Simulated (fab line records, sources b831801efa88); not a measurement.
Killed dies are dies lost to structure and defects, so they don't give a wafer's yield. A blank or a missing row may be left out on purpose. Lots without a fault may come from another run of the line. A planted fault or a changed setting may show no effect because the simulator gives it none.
Which tool did it? | flow sfq_line | 7 lots, 21 wafers sampled, at 2 steps of a route of 325

WHAT THE GAUGES READ, wafer by wafer
SFQ_M1_RS_MEAS_909: measures by four-point-probe.
lot  | measured     | on            | M1_NB_RS (ohm/sq)
L837 | day 20 09:10 | film_metro-03 | 0.886 0.883 0.905
L839 | day 20 23:43 | film_metro-03 | 0.874 0.880 0.904
L844 | day 21 15:32 | film_metro-01 | 0.907 0.880 0.885
L846 | day 21 22:38 | film_metro-03 | 0.883 0.884 0.886
L850 | day 24 09:23 | film_metro-03 | 0.876 0.883 0.882
L857 | day 27 01:44 | film_metro-01 | 0.763 0.768 0.763
L859 | day 28 11:25 | film_metro-01 | 0.907 0.890 0.897

WHICH TOOL RAN EACH LOT (tool, then ch and the chambers of the sampled wafers, then the start)
lot  | SFQ_TRILAYER_M1_DEP_SPUTTER_037
L837 | pvd_sputter-06, day 20 09:02
L839 | pvd_sputter-06, day 20 23:34
L844 | pvd_sputter-06, day 21 15:27
L846 | pvd_sputter-06, day 21 22:32
L850 | pvd_sputter-04, day 24 09:17
L857 | pvd_sputter-05, day 27 01:37
L859 | pvd_sputter-04, day 28 11:18
- SFQ_TRILAYER_M1_DEP_SPUTTER_037: material Nb, target thk 200 nm, time 133.3 s.

THE ANSWER, worked out from the rows above alone
Rule: what is usual is taken from the lots themselves. Put in order of their means at a reading, lots are off if they are a third of the lots or fewer, leave a main group of 4 or more, and stand apart from it by a gap of 3 or more times the standard deviation of the main group's means; of several such gaps the widest counts. A main group whose means are all the same, to the digits that the tables above print for the reading, isn't used. A lot without any number at a reading at which 4 lots or more have one is off too. The other lots that the step has rows for count as sound.
Off: L857, at SFQ_M1_RS_MEAS_909 (M1_NB_RS). The main group: mean 0.888 ohm/sq, standard deviation 0.0057.
A tool fits if, at a process step before that reading, it ran every lot that is off, and no sound lot after the first of them. The gauges at SFQ_M1_RS_MEAS_909 are tried like those tools. One fits: pvd_sputter-05 at SFQ_TRILAYER_M1_DEP_SPUTTER_037. It ran no sound lot before its first lot that is off in this sample, so the start can't be narrowed down.

WHAT THE SIMULATOR HAD PUT IN
Process parameter drift: pvd_sputter-05, from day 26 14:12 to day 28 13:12, at SFQ_TRILAYER_M1_DEP_SPUTTER_037. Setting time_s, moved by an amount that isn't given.
Lots struck among those shown: L857. The rule above found the same.
